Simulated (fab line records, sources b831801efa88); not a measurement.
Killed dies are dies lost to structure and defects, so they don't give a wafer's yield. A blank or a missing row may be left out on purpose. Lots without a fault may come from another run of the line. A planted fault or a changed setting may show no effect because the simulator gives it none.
Problem report in the 8D (eight disciplines) form, filled by code | flow sky130 | the parts of the form that need people (team, actions taken, sign-off) are left out

1. THE PROBLEM
run_length_s at SKY_METAL3_ETCH_16 reads a mean of 130.1 s on 6 wafers of 2 lots; wafers without a fault read 116.6 s with a standard deviation of 0.39. That is +35 standard deviations from the usual mean.
The step: etches BARC in N2/H2, stops on SiO2, time 88.2 s, target depth 60 nm.
First seen on wafer L159.3, day 41 13:07, on rie_metal-02. The record holds 33 wafers of 11 lots with a number at this step. Rule for "out", or "out of limits": more than 4 standard deviations from the usual mean. The other wafers with a number count as sound.

2. WHAT IT IS AND WHAT IT IS NOT
question                    | is                           | is not
which readings at this step | run_length_s, oes_product_au | drypump_motor_current_A, h2_flow_sccm
which lots                  | L159, L160                   | L149, L150, L151, L153, L165, L167, L169, L170, L172
which wafers of those lots  | all that have a number       | -
read on which tools         | rie_metal-02                 | rie_metal-01, rie_metal-04
when                        | from day 41 13:07            | up to then (12 sound wafers); but 15 sound wafers of L165, L167, L169, L170, L172 came after

3. SUSPECTS, AND WHAT RULES EACH OUT
Counting: a tool at a process step up to the reading stays a suspect if it ran every lot that is out and no sound lot after the first of them.
- plasma_asher-04 at SKY_VIA2_STRIP_16 (strips in O2/N2): ruled out as a lasting fault. Sound lots L165, L167 ran on it after its first lot that is out, L159 (day 39 09:47).
- pvd_sputter-04 at SKY_CAPM_SPUTTER_02 (material TiN, target thk 200 nm, time 166.7 s): ruled out as a lasting fault. Sound lots L167, L169 ran on it after its first lot that is out, L159 (day 39 11:42).
- rie_metal-02 at SKY_METAL3_ETCH_16 (etches BARC in N2/H2, stops on SiO2, time 88.2 s, target depth 60 nm): ruled out as a lasting fault. Sound lots L172 ran on it after its first lot that is out, L159 (day 41 13:07).
Left after counting: nothing in the record.

4. THE CAUSE (what the simulator had put in)
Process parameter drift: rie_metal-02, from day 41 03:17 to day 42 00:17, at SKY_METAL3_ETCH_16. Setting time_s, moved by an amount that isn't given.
Counting ruled it out, wrongly.

5. THE CHAIN OF EFFECTS, in route order
Each row: a reading whose mean over the struck wafers that have a number lies more than 3 standard deviations from the usual. Only readings for which the record gives a usual standard deviation are gone through. hours: the time from each lot's start at the first step in this table that gives one to its start at this step, as a median over the lots. sigmas: the change in usual standard deviations.
hours | step               | reading        | usual      | on struck wafers | change | sigmas
0     | SKY_METAL3_ETCH_16 | oes_product_au | 0.626 a.u. | 0.591            | -0.035 | -7.4
0     | SKY_METAL3_ETCH_16 | run_length_s   | 116.6 s    | 130.1            | +13.5  | +35
The process steps in it:
- SKY_METAL3_ETCH_16: etches BARC in N2/H2, stops on SiO2, time 88.2 s, target depth 60 nm.

6. WHAT WOULD HAVE CAUGHT IT SOONER
In this record the first reading out of limits was taken at day 41 13:07, 10 hours after the fault began at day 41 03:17.
